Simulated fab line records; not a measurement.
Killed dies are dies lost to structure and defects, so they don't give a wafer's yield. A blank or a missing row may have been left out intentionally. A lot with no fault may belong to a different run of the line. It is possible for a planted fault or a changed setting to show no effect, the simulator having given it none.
Which tool was responsible? / flow gf180mcu / Sampling: 6 lots, 18 wafers, 2 of 602 route steps

== WHAT EACH GAUGE READ, for each wafer ==
GF_STI_THK_MEAS_24.
lot=L490; measured=day 3 01:02; on=film metro-01; STI_CVD_23_THK (nm)=653 653 649
lot=L492; measured=day 3 10:23; on=film metro-01; STI_CVD_23_THK (nm)=649 667 653
lot=L494; measured=day 3 21:13; on=film metro-02; STI_CVD_23_THK (nm)=647 657 649
lot=L497; measured=day 4 12:02; on=film metro-01; STI_CVD_23_THK (nm)=642 642 639
lot=L503; measured=day 5 18:49; on=film metro-03; STI_CVD_23_THK (nm)=652 657 658
lot=L508; measured=day 7 00:20; on=film metro-01; STI_CVD_23_THK (nm)=641 517 644 641 517 643

== WHICH TOOL RAN EACH LOT (tool, then ch and the chambers of the sampled wafers, then the start) ==
lot=L490; GF_STI_CVD_23=hdpcvd-01 ch 0,1, day 3 00:57
lot=L492; GF_STI_CVD_23=hdpcvd-02 ch 1,2, day 3 10:17
lot=L494; GF_STI_CVD_23=hdpcvd-02 ch 1,2, day 3 21:09
lot=L497; GF_STI_CVD_23=hdpcvd-02 ch 1,2, day 4 11:57
lot=L503; GF_STI_CVD_23=hdpcvd-02 ch 0,1, day 5 18:44
lot=L508; GF_STI_CVD_23=hdpcvd-02 ch 0,2, day 7 00:16
- GF_STI_CVD_23: deposits SiO2, target thk 650 nm, time 108.3 s.

== THE ANSWER, worked out from the rows above alone ==
Rule: the lots themselves supply what counts as usual. Put in order of their means at a reading, lots are off if they are a third of the lots or fewer, leave a main group of 4 or more, and stand apart from it by a gap of 3 or more times the standard deviation of the main group's means; of several such gaps the widest counts. A main group is skipped when, at the precision printed for the reading in the tables above, its means are all equal. A lot without any number at a reading at which 4 lots or more have one is off too. Any other lot the step has rows for is counted as sound.
Off: L508, seen at GF_STI_THK_MEAS_24 (STI_CVD_23_THK). Mean 651 nm and standard deviation 5.5 in the main group.
If a tool, at a process step before that reading, ran all the lots that are off and no sound lot after the first of them, it fits. Gauges at GF_STI_THK_MEAS_24: tried the same way as those tools. Can't be told from this: 2 tools fit, hdpcvd-02 at GF_STI_CVD_23, film metro-01 at GF_STI_THK_MEAS_24.

== WHAT HAD BEEN PUT IN BY THE SIMULATOR ==
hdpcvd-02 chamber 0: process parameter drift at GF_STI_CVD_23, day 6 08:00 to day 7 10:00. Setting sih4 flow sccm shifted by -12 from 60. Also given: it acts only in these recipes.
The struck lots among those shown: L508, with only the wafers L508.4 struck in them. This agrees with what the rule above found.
